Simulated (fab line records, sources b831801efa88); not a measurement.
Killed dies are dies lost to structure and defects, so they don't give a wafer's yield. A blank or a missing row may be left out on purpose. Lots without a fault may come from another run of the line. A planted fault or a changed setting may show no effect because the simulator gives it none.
Which tool did it? | flow gf180mcu | 12 lots, 36 wafers sampled, at 3 steps of a route of 602

WHAT THE GAUGES READ, wafer by wafer
GF_M1_CD_MEAS_14: target cd 230 nm.
lot  | measured     | on        | cd_nm (nm)
L204 | day 17 04:44 | cd_sem-01 | 231.9 232.0 232.0
L206 | day 18 00:17 | cd_sem-01 | 229.8 229.7 230.7
L208 | day 19 03:13 | cd_sem-02 | 230.7 229.7 229.4
L209 | day 19 13:10 | cd_sem-01 | 228.0 227.8 227.1
L210 | day 19 21:11 | cd_sem-01 | 228.0 230.3 230.0
L212 | day 20 10:57 | cd_sem-01 | 228.8 228.3 229.4
L218 | day 22 17:08 | cd_sem-01 | 228.2 228.9 228.7
L219 | day 22 21:08 | cd_sem-01 | 229.6 229.3 230.5
L221 | day 23 22:55 | cd_sem-01 | 229.2 230.3 229.2
L223 | day 24 04:46 | cd_sem-02 | 228.8 230.1 232.0
L224 | day 24 17:31 | cd_sem-02 | 229.6 229.8 231.3
L226 | day 25 08:49 | cd_sem-01 | 229.8 230.4 231.8

WHICH TOOL RAN EACH LOT (tool, then ch and the chambers of the sampled wafers, then the start)
lot  | GF_CONTACT_CVD_02               | GF_CONTACT_SPUTTER_22
L204 | pecvd-03 ch 0,1,2, day 15 07:48 | pvd_sputter-02, day 16 06:18
L206 | pecvd-01 ch 0,1,2, day 16 01:32 | pvd_sputter-02, day 17 01:26
L208 | pecvd-01 ch 0,2, day 17 02:34   | pvd_sputter-04, day 18 02:26
L209 | pecvd-01 ch 1,2, day 17 13:02   | pvd_sputter-02, day 18 13:08
L210 | pecvd-02 ch 1,2, day 17 20:17   | pvd_sputter-02, day 18 20:22
L212 | pecvd-02 ch 0,1,2, day 18 09:19 | pvd_sputter-02, day 19 10:17
L218 | pecvd-01 ch 0,2, day 20 15:09   | pvd_sputter-02, day 21 16:28
L219 | pecvd-01 ch 0,1, day 20 19:08   | pvd_sputter-04, day 21 20:14
L221 | pecvd-01 ch 0,1, day 21 21:47   | pvd_sputter-03, day 22 23:02
L223 | pecvd-01 ch 0,2, day 22 03:58   | pvd_sputter-03, day 23 04:23
L224 | pecvd-03 ch 1,2, day 22 16:56   | pvd_sputter-02, day 23 18:09
L226 | pecvd-01 ch 0,1,2, day 23 10:14 | pvd_sputter-04, day 24 10:32
- GF_CONTACT_CVD_02: deposits SiO2 from TEOS, target thk 860 nm, time 95.992 s.
- GF_CONTACT_SPUTTER_22: material Ti, target thk 15 nm, time 80.02 s.

WHAT THE TOOLS THEMSELVES READ (means of the sampled wafers that have a number; where no wafer has one, the mark that the record gives instead)
GF_CONTACT_CVD_02.
lot  | tool     | heater_power_w (W)
L204 | pecvd-03 | 706
L206 | pecvd-01 | 694
L208 | pecvd-01 | 700
L209 | pecvd-01 | 742
L210 | pecvd-02 | 548
L212 | pecvd-02 | 600
L218 | pecvd-01 | 655
L219 | pecvd-01 | 786
L221 | pecvd-01 | 675
L223 | pecvd-01 | 660
L224 | pecvd-03 | 592
L226 | pecvd-01 | 693

GF_CONTACT_SPUTTER_22.
lot  | tool           | cathode_dc_power_W (W) | chamber_pressure_pa (Pa) | throttle_valve_pct (%)
L204 | pvd_sputter-02 | 2499.7                 | 4.994                    | 29.6
L206 | pvd_sputter-02 | 2500.1                 | 4.999                    | 29.8
L208 | pvd_sputter-04 | 2499.8                 | 5.002                    | 30.6
L209 | pvd_sputter-02 | 2500.1                 | 4.997                    | 29.6
L210 | pvd_sputter-02 | 2499.6                 | 4.997                    | 29.1
L212 | pvd_sputter-02 | 2500.0                 | 5.003                    | 29.6
L218 | pvd_sputter-02 | 2499.6                 | 5.001                    | 29.6
L219 | pvd_sputter-04 | 2499.9                 | 5.002                    | 31.0
L221 | pvd_sputter-03 | 2500.1                 | 4.998                    | 30.2
L223 | pvd_sputter-03 | 2499.7                 | 5.002                    | 29.4
L224 | pvd_sputter-02 | 2500.3                 | 5.001                    | 29.3
L226 | pvd_sputter-04 | 2500.4                 | 4.999                    | 30.4

THE ANSWER, worked out from the rows above alone
Rule: what is usual is taken from the lots themselves. Put in order of their means at a reading, lots are off if they are a third of the lots or fewer, leave a main group of 4 or more, and stand apart from it by a gap of 3 or more times the standard deviation of the main group's means; of several such gaps the widest counts. A main group whose means are all the same, to the digits that the tables above print for the reading, isn't used. A lot without any number at a reading at which 4 lots or more have one is off too. The other lots that the step has rows for count as sound. The gauges are gone through in route order, then the tools' own readings, and for those a lot's mean is taken as printed above. The first step at which some lot is off is used, and at that step the reading that is off furthest; a lot without a number counts as furthest.
No lot is off at any reading shown: from this, nothing can be told.

WHAT THE SIMULATOR HAD PUT IN
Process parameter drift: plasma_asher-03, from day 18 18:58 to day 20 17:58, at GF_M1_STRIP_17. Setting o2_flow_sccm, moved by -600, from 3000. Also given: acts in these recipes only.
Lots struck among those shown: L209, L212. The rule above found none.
